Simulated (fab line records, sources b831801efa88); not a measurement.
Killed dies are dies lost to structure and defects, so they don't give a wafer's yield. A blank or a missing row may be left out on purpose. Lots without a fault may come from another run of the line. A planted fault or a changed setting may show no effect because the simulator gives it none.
fab line records | flow sky130
record lots=6 wafers=17 last_day=50
route steps=708 shown METAL3@561 VIA3@573 PAD_OPEN@708
lots that met no fault: from a run of the same line without faults
start_h: hours from the record's first day to the start of the lot's first wafer shown | wait_h: hours since the lot's step before | " the same as in the row above | L1.1+2: a row that stands for several wafers | - no value, or no start given | * or withheld: withheld | < > ~ a bound
route shown NAME@n: a module of which the file shows steps, and the number in the route of the first | usual: mean/standard deviation of fault-free wafers | same: alike in all rows | chamber/n: place in a boat | sites: the reading at each site | _std_site: their standard deviation | _edge_site: outer sites' mean less inner sites' | radius_mm: how far each site lies from the wafer's centre | mask NAME#n: copy n | behind: the tool/chamber that last shaped the wafer | hold: why the lot was held/for how many hours/how that ended | device: the transistor (n, p or np) that didn't switch | end of line: the same wafers' tests at the end of the route | a step without rows: its recipe alone | killed: dies lost to structure and defects at the first sort, not the wafer's yield | map: a wafer's dies, x killed, . not, _ none there
set.NAME: the setting as run; set.NAME@STEP: as run at that earlier step | model.NAME: the simulator's own value behind a step, which no gauge read
lots at some steps of the route; a table a step, a row a wafer
services: from which hour (start_h, from the record's first day; less than 0 if before it) a tool's chamber was out of use, for how many hours, and why
## steps
# step SKY_METAL3_PEB_11
# recipe peb_temp_c=withheld peb_time_s=withheld resist=KrF-thick
# step SKY_METAL3_DEVELOP_12
# recipe develop_time_s=60 resist=KrF-thick dev_temp_c=21
# step SKY_METAL3_CD_MEAS_13
# recipe target_cd_nm=300
# usual cd_nm=300.2/1.6
# columns lot.wafer tool chamber start_h wait_h cd_nm
L142.1 cd_sem-01 - 910.82 - 298.1
L142.2 " - " " 298.5
L142.3 " - " " 298.2
L148.4 cd_sem-02 - 959.87 - 299.2
L148.5 " - " " 298.7
L148.6 " - " " 298.1
L151.1 cd_sem-01 - 978.43 - 298.7
L151.2 " - " " 300.5
L151.5 " - " " 299.1
L159.2 cd_sem-02 - 1032.27 - 299.8
L159.5 " - " " 299.8
L160.2 cd_sem-01 - 1036.18 - 301.7
L160.3 " - " " 301.7
L160.4 " - " " 301.3
L163.1 cd_sem-01 - 1050.77 - 299.5
L163.3 " - " " 299.4
L163.5 " - " " 299.8
# step SKY_METAL3_OVL_MEAS_14
# usual METAL3_OVL=2/4.8
# columns lot.wafer tool chamber start_h wait_h METAL3_OVL[nm]
L142.1 overlay-02 - 910.94 0.1 1
L142.2 " - " " -3
L142.3 " - " " -1
L148.4 overlay-02 - 959.95 0.1 3
L148.5 " - " " -2
L148.6 " - " " -11
L151.1 overlay-01 - 978.55 0.1 3
L151.2 " - " " 2
L151.5 " - " " -4
L159.2 overlay-02 - 1032.38 0.1 15
L159.5 " - " " 12
L160.2 overlay-02 - 1036.29 0.1 7
L160.3 " - " " 3
L160.4 " - " " 7
L163.1 overlay-01 - 1050.89 0.1 5
L163.3 " - " " 10
L163.5 " - " " 5
# step SKY_METAL3_DESCUM_15
# recipe chemistry=O2 source_power_w=150 bias_power_w=0 pressure_mtorr=10 temp_c=40 time_s=8
# usual drypump_motor_current_A=5.66/0.21 oes_product_au=1.003/0.0097
# columns lot.wafer tool chamber start_h wait_h drypump_motor_current_A oes_product_au rf_hours_counter_h
L142.1 rie_metal-02 1 910.97 0.0 5.69 0.993 3
L142.2 " 0 " " 5.93 1.014 14
L142.3 " 1 " " 5.69 0.988 -
L148.4 rie_metal-01 1 959.98 0.0 5.69 0.988 -
L148.5 " 1 " " 5.67 0.993 -
L148.6 " 0 " " 5.31 0.999 -
L151.1 rie_metal-01 1 978.59 0.0 5.68 1.003 12
L151.2 " 0 " " 5.30 1.006 19
L151.5 " 0 " " 5.31 1.010 -
L159.2 rie_metal-01 1 1032.41 0.0 5.70 0.998 15
L159.5 " 1 " " 5.69 0.989 -
L160.2 rie_metal-03 1 1036.32 0.0 5.54 0.984 0
L160.3 " 1 " " 5.54 0.989 -
L160.4 " 0 " " 5.80 1.000 -
L163.1 rie_metal-03 0 1050.92 0.0 5.80 0.985 13
L163.3 " 0 " " 5.82 0.995 -
L163.5 " 1 " " 5.52 0.982 -
# step SKY_METAL3_ETCH_16
# recipe chemistry=N2/H2 target=BARC ion_energy_ev=200 bias_w=100 pressure_mtorr=30 n2_flow_sccm=100 h2_flow_sccm=200 icp_w=500 stop_on=SiO2 time_s=88.2 target_depth_a=600
# usual bias_w=100.0/0.33 drypump_motor_current_A=5.67/0.22 oes_product_au=0.626/0.0043 throttle_valve_pct=13.204/0.0085
# columns lot.wafer tool chamber start_h wait_h bias_w drypump_motor_current_A oes_product_au rf_hours_counter_h throttle_valve_pct
L142.1 rie_metal-02 1 911.01 0.0 100.4 5.70 0.629 3 13.205
L142.2 " 0 " " 100.2 5.95 0.628 14 13.188
L142.3 " 1 " " 99.7 5.71 0.621 - 13.211
L148.4 rie_metal-01 1 960.03 0.0 99.8 5.69 0.626 - 13.198
L148.5 " 1 " " 100.1 5.70 0.618 - 13.198
L148.6 " 0 " " 99.8 5.31 0.626 - 13.214
L151.1 rie_metal-01 1 978.62 0.0 99.9 5.69 0.631 12 13.202
L151.2 " 0 " " 99.5 5.27 0.626 19 13.216
L151.5 " 0 " " 100.0 5.29 0.630 - 13.196
L159.2 rie_metal-01 1 1032.44 0.0 99.6 5.69 0.635 15 13.217
L159.5 " 1 " " 99.6 5.70 0.623 - 13.196
L160.2 rie_metal-03 1 1036.35 0.0 99.8 5.51 0.626 0 13.211
L160.3 " 1 " " 99.5 5.53 0.623 - 13.202
L160.4 " 0 " " 100.2 5.81 0.625 - 13.198
L163.1 rie_metal-03 0 1050.95 0.0 99.8 5.78 0.624 13 13.197
L163.3 " 0 " " 100.1 5.78 0.619 - 13.195
L163.5 " 1 " " 99.8 5.53 0.629 - 13.223
# step SKY_METAL3_ETCH_17
# recipe target=SiO2 stop_on=TiN chemistry=C4F8/O2/Ar source_w=1500 bias_w=1200 pressure_mtorr=40 c4f8_flow_sccm=withheld O2_flow_sccm=6 Ar_flow_sccm=300 time_s=3.9 target_depth_a=150
# step SKY_METAL3_METAL_ETCH_18
# recipe target_depth_a=8450 stop_on=SiO2 over_etch_frac=0.3 time_s=183.1 chemistry=Cl2/BCl3 resist_sidewall_deg=88 pressure_mtorr=10 icp_w=900 bias_w=48.5 Cl2_flow_sccm=60 bcl3_flow_sccm=30
# usual bias_w=48.53/0.13 drypump_motor_current_A=5.63/0.19 mfc_cl2_sccm=60.02/0.17 oes_product_au=0.864/0.0077 throttle_valve_pct=22.264/0.0092
# columns lot.wafer tool chamber start_h wait_h bias_w drypump_motor_current_A mfc_cl2_sccm oes_product_au rf_hours_counter_h throttle_valve_pct
L142.1 rie_metal-03 1 911.12 0.0 48.55 5.54 60.06 0.865 17 22.272
L142.2 " 0 " " 48.72 5.77 59.85 0.874 3 22.243
L142.3 " 1 " " 48.59 5.54 59.79 0.863 - 22.275
L148.4 rie_metal-03 0 960.18 0.1 48.28 5.79 60.15 0.868 - 22.252
L148.5 " 0 " " 48.53 5.78 60.03 0.862 - 22.254
L148.6 " 1 " " 48.53 5.51 60.10 0.860 - 22.268
L151.1 rie_metal-02 1 978.74 0.0 48.69 5.68 59.90 0.863 7 22.265
L151.2 " 0 " " 48.28 5.96 60.16 0.865 18 22.276
L151.5 " 0 " " 48.43 5.95 60.11 0.857 - 22.259
L159.2 rie_metal-03 0 1032.56 0.0 48.74 5.78 60.25 0.876 12 22.277
L159.5 " 0 " " 48.71 5.81 60.13 0.874 - 22.243
L160.2 rie_metal-01 1 1036.47 0.0 48.53 5.67 60.11 0.853 15 22.268
L160.3 " 1 " " 48.33 5.68 59.87 0.860 - 22.267
L160.4 " 0 " " 48.33 5.29 60.02 0.877 - 22.256
L163.1 rie_metal-01 1 1051.07 0.0 48.52 5.69 60.08 0.862 16 22.274
L163.3 " 1 " " 48.41 5.69 60.28 0.873 - 22.268
L163.5 " 1 " " 48.49 5.70 60.46 0.886 - 22.255
# step SKY_METAL3_STRIP_19
# recipe chemistry=O2/N2 power_w=1400 pressure_mtorr=1500 platen_temp_c=withheld o2_flow_sccm=3000 n2_flow_sccm=300 overash_fraction=0.5
# usual drypump_motor_current_A=5.7/0.54 oes_product_au=0.501/0.0054 strip_time_to_endpoint_s=6.50/0.08
# columns lot.wafer tool chamber start_h wait_h drypump_motor_current_A oes_product_au rf_hours_counter_h strip_time_to_endpoint_s
L142.1 plasma_asher-02 0 911.30 0.1 5.5 0.501 48 6.42
L142.2 " 1 " " 5.5 0.502 48 6.52
L142.3 " 0 " " 5.5 0.501 - 6.34
L148.4 plasma_asher-01 1 960.33 0.1 5.4 0.504 - 6.52
L148.5 " 0 " " 6.6 0.498 - 6.52
L148.6 " 1 " " 5.4 0.491 - 6.38
L151.1 plasma_asher-01 0 978.97 0.2 6.6 0.515 84 6.66
L151.2 " 1 " " 5.4 0.500 84 6.56
L151.5 " 0 " " 6.6 0.503 - 6.55
L159.2 plasma_asher-04 0 1032.73 0.1 5.3 0.500 29 6.52
L159.5 " 0 " " 5.3 0.493 - 6.54
L160.2 plasma_asher-02 1 1036.65 0.1 5.4 0.504 61 6.52
L160.3 " 1 " " 5.4 0.506 - 6.55
L160.4 " 0 " " 5.5 0.497 - 6.39
L163.1 plasma_asher-01 0 1051.43 0.3 6.6 0.504 90 6.57
L163.3 " 1 " " 5.4 0.499 - 6.58
L163.5 " 1 " " 5.4 0.513 - 6.65
# step SKY_METAL3_STRIP_20
# recipe chemistry=post_etch_residue_remover time_s=1200 temp_c=72.5
# step SKY_METAL3_CLEAN_21
# recipe chemistry=IPA time_s=180 temp_c=25
# step SKY_METAL3_CLEAN_22
# recipe chemistry=O3/DIW dry=n2_spin
# step SKY_VIA3_HDPCVD_00
# recipe material=SiO2 target_thk_nm=1635 sigma_open_frac=0.3 time_s=272.5 temp_c=400 sih4_flow_sccm=60 pressure_mtorr=6
# usual pressure_mtorr=6.000/0.011
# columns lot.wafer tool chamber start_h wait_h pressure_mtorr model.SiO2_of_VIA3_HDPCVD_00.thk_nm
L142.1 hdpcvd-01 2 911.95 0.0 5.998 1629
L142.2 " 0 " " 5.987 1620
L142.3 " 1 " " 6.003 1651
L148.4 hdpcvd-01 0 960.97 0.1 5.993 1667
L148.5 " 1 " " 6.011 1663
L148.6 " 2 " " 5.987 1647
L151.1 hdpcvd-02 2 979.65 0.0 6.023 1645
L151.2 " 0 " " 6.002 1600
L151.5 " 1 " " 6.010 1634
L159.2 hdpcvd-02 0 1033.33 0.0 6.010 2233
L159.5 " 0 " " 6.009 2230
L160.2 hdpcvd-02 1 1037.27 0.0 5.994 2265
L160.3 " 2 " " 6.017 1650
L160.4 " 0 " " 5.997 1607
L163.1 hdpcvd-01 0 1052.02 0.0 5.995 1647
L163.3 " 2 " " 5.986 1635
L163.5 " 0 " " 6.007 1665
# step SKY_VIA3_THK_MEAS_01
# recipe reads=SiO2_of_VIA3_HDPCVD_00
# usual VIA3_HDPCVD_THK=1634/24
# columns lot.wafer tool chamber start_h wait_h VIA3_HDPCVD_THK[nm]
L142.1 film_metro-03 - 912.12 0.1 1628
L142.2 " - " " 1620
L142.3 " - " " 1653
L148.4 film_metro-02 - 961.09 0.0 1666
L148.5 " - " " 1662
L148.6 " - " " 1649
L151.1 film_metro-04 - 979.82 0.1 1647
L151.2 " - " " 1600
L151.5 " - " " 1633
L159.2 film_metro-02 - 1033.52 0.1 2232
L159.5 " - " " 2229
L160.2 film_metro-03 - 1037.45 0.1 2266
L160.3 " - " " 1650
L160.4 " - " " 1606
L163.1 film_metro-03 - 1052.27 0.2 1647
L163.3 " - " " 1633
L163.5 " - " " 1665
# step SKY_VIA3_CMP_02
# recipe material=SiO2 down_force_psi=4 platen_rpm=60 pad_velocity_m_s=0.94248
# usual motor_current_A=11.6/0.92
# columns lot.wafer tool chamber start_h wait_h motor_current_A
L142.2 cmp-02 2 912.18 0.0 12.8
L142.1 " 3 " " 11.2
L142.3 " 0 " " 11.0
L148.4 cmp-01 2 961.27 0.2 10.8
L148.6 " 3 " " 12.5
L148.5 " 0 " " 12.8
L151.1 cmp-02 3 979.98 0.1 11.3
L151.2 " 0 " " 10.6
L151.5 " 1 " " 12.0
L159.2 cmp-01 3 1034.00 0.5 11.3
L159.5 " 3 " " 12.0
L160.4 cmp-01 0 1037.50 0.0 12.7
L160.2 " 1 " " 9.7
L160.3 " 3 " " 12.8
L163.1 cmp-01 3 1052.33 0.1 12.8
L163.3 " 0 " " 12.1
L163.5 " 0 " " 13.0
# step SKY_PAD_OPEN_PROBE_99
# usual defect_limited_yield=82.9/1.7 killed_at_M0_to_M3=42/6.1 killed_at_M4_up=3.4/2 killed_at_contacts=23/4.8 killed_at_front_end=15/3.8 killed_at_other=0.3/0.48 killed_dies=84/8.5 killed_open=46/6.8 killed_short=38/6.2 sort_bin_3_pad_short=0.8/0.42 sort_bin_5_function=10.1/1.4 sort_bin_6_memory=6.2/0.99 sort_n_pass=408/8.5 sort_yield_pct=82.9/1.7
# same gross_dies=492 killed_at_back_side=0 sort_bin_4_leakage[%]=0 sort_bin_8_speed[%]=0
# columns lot.wafer tool chamber start_h wait_h defect_limited_yield[%] killed_at_M0_to_M3 killed_at_M4_up killed_at_contacts killed_at_front_end killed_at_other killed_dies killed_open killed_short sort_bin_3_pad_short[%] sort_bin_5_function[%] sort_bin_6_memory[%] sort_n_pass sort_yield_pct[%]
L142.1 prober-02 - 1083.64 0.1 81.1 52 5 17 19 0 93 50 42 0.4 10.4 8.1 399 81.1
L142.2 prober-02 - 1083.69 0.1 82.5 53 3 15 15 0 86 42 44 0.6 10.0 6.9 406 82.5
L142.3 prober-02 - 1083.74 0.2 80.7 46 2 31 16 0 95 55 39 1.2 10.2 7.9 397 80.7
# killed by level:class
L142.1 VIA1:geometric_particle:short=11 VIA1:geometric_particle:open=8 VIA2:geometric_particle:open=8 FIELD_ISO:geometric_particle:open=7 CONTACT:geometric_particle:open=7 METAL2:geometric_particle:short=6 VIA3:geometric_particle:open=6 LI_CONTACT:geometric_particle:open=5
L142.2 VIA3:geometric_particle:open=9 VIA1:geometric_particle:open=9 VIA2:geometric_particle:open=7 CONTACT:geometric_particle:open=6 METAL2:geometric_particle:short=6 METAL1:geometric_particle:short=5 VIA3:geometric_particle:short=5 FIELD_ISO:geometric_particle:short=4
L142.3 CONTACT:geometric_particle:open=15 VIA1:geometric_particle:open=11 VIA3:geometric_particle:open=8 VIA2:geometric_particle:open=7 FIELD_ISO:geometric_particle:short=6 LI_CONTACT:geometric_particle:short=5 LI_CONTACT:geometric_particle:open=4 LOCAL_INTERCONNECT:geometric_particle:short=4
## services
# columns tool chamber start_h hours kind
plasma_asher-01 - 904.09 1.9 repair
rie_metal-01 0 906.59 1.2 repair
hdpcvd-02 - 909.63 2.8 pm
cmp-01 - 912.00 4.0 pm
plasma_asher-01 - 918.16 0.6 repair
cmp-01 - 947.38 4.5 repair
hdpcvd-02 - 950.25 15.0 pm
cmp-02 - 960.10 1.4 repair
plasma_asher-02 - 964.40 2.8 pm
cmp-02 - 970.12 1.0 repair
hdpcvd-02 - 970.28 0.4 repair
hdpcvd-01 1 970.94 14.3 repair
hdpcvd-02 - 973.46 5.5 repair
cmp-02 - 986.37 7.9 pm
plasma_asher-02 - 990.95 1.4 repair
rie_metal-03 - 992.67 2.0 repair
rie_metal-02 1 1007.36 17.4 repair
plasma_asher-02 - 1009.26 1.1 repair
plasma_asher-01 - 1023.84 16.7 repair
rie_metal-02 0 1028.66 1.0 repair
cmp-02 - 1030.35 15.0 pm
hdpcvd-02 2 1040.88 17.6 repair
rie_metal-01 0 1049.66 - clean
cmp-02 - 1051.01 0.7 repair
## key
first_sign step=SKY_VIA3_THK_MEAS_01 reading=VIA3_HDPCVD_THK direction=up sigmas=25 usual=1634 struck=2242
effect none on later readings
model_effect step=SKY_VIA3_HDPCVD_00 value=SiO2_of_VIA3_HDPCVD_00.thk_nm without=1621 struck=2243
met_at SKY_VIA3_HDPCVD_00
struck_wafers L159.2,L159.5,L160.2
onset_between 979.65 1033.33
fault kind=process_parameter_drift tool=hdpcvd-02 chamber=- onset_h=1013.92 steps=SKY_VIA3_HDPCVD_00 channel=target_thk_nm offset=621.91 shape=step end_h=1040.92 scope=struck_wafers_only acts_in=these_recipes_only stated=1635
